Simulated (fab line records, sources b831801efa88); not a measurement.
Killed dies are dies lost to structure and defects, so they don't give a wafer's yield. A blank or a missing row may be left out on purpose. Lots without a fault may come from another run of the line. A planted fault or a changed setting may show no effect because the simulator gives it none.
A struck lot beside a sound one | flow gf180mcu | 14 steps out of a route of 602
Sound: wafers L858.2, L858.3, L858.4. Struck: wafers L870.1, L870.2, L870.6. The cause comes at the end.
At each step with rows: each side's tool, then ch and its chambers, then its first start. Under that, the readings that differ: sound wafers | struck wafers | difference of the means | sigmas: that difference in standard deviations of wafers without a fault.
alike: readings whose means differ by less than 2 such deviations, and words and numbers that are the same on both sides. not compared: withheld readings, readings that some wafer has no value for, bounds like >300 that may hide the same value, and numbers for which the record gives no deviation and whose values overlap.
The two part at a step that has a row with sigmas, a row that says differs or no value, or rows on one side only. Numbers that don't overlap but have no deviation are shown without sigmas and don't part them. A reading that every wafer of one side lacks parts them only if that side has two wafers or more.

first, 1 step without rows for these wafers: GF_V1_CVD_00 (deposits SiO2, target thk 600 nm, time 100 s).
GF_V1_THK_MEAS_01:
  sound on film_metro-02, day 19 19:41; struck on film_metro-04, day 23 17:08
  alike: V1_CVD_00_THK
GF_V1_CVD_02: deposits SiO2 from TEOS, target thk 850 nm, time 94.851 s.
  sound on pecvd-04 ch 1,2, day 19 19:44; struck on pecvd-02 ch 0,2, day 23 17:12
  alike: heater_power_w
  not compared: since_wet_clean_h
GF_V1_THK_MEAS_03:
  sound on film_metro-03, day 19 19:49; struck on film_metro-03, day 23 17:16
  alike: V1_CVD_02_THK
GF_V1_CMP_04: polishes SiO2.
  sound on cmp-01 ch 0,1,2, day 19 19:52; struck on cmp-02 ch 0,2,3, day 23 17:26
  alike: motor_current_A, time_to_endpoint_s
GF_V1_BOW_MEAS_05:
  sound on film_metro-02, day 19 20:11; struck on film_metro-02, day 23 17:38
  alike: V1_BOW
then, 6 steps without rows for these wafers: GF_V1_DEHYDRATE_06 (time 60 s); GF_V1_HMDS_07 (prime time 60 s); GF_V1_COAT_08; GF_V1_COAT_09 (resist thk 1000 nm); GF_V1_SOFTBAKE_10 (time 60 s); GF_V1_EXPOSE_11 (exposes mask Via1, target cd 260 nm).
GF_V1_PEB_12: peb time 90 s.
  sound on litho_track-04 ch 0, day 20 20:11; struck on litho_track-04, day 24 16:18
  no value came back on the struck wafers for chill_plate_temp_C (C), exhaust_pa (Pa); on the sound wafers chill_plate_temp_C (C) reads 23.02 23.21 23.02
then, 1 step without rows for these wafers: GF_V1_DEVELOP_13 (develop time 60 s).

WHERE THEY PART
Only at GF_V1_PEB_12, within this record.

WHY: what the simulator had put in
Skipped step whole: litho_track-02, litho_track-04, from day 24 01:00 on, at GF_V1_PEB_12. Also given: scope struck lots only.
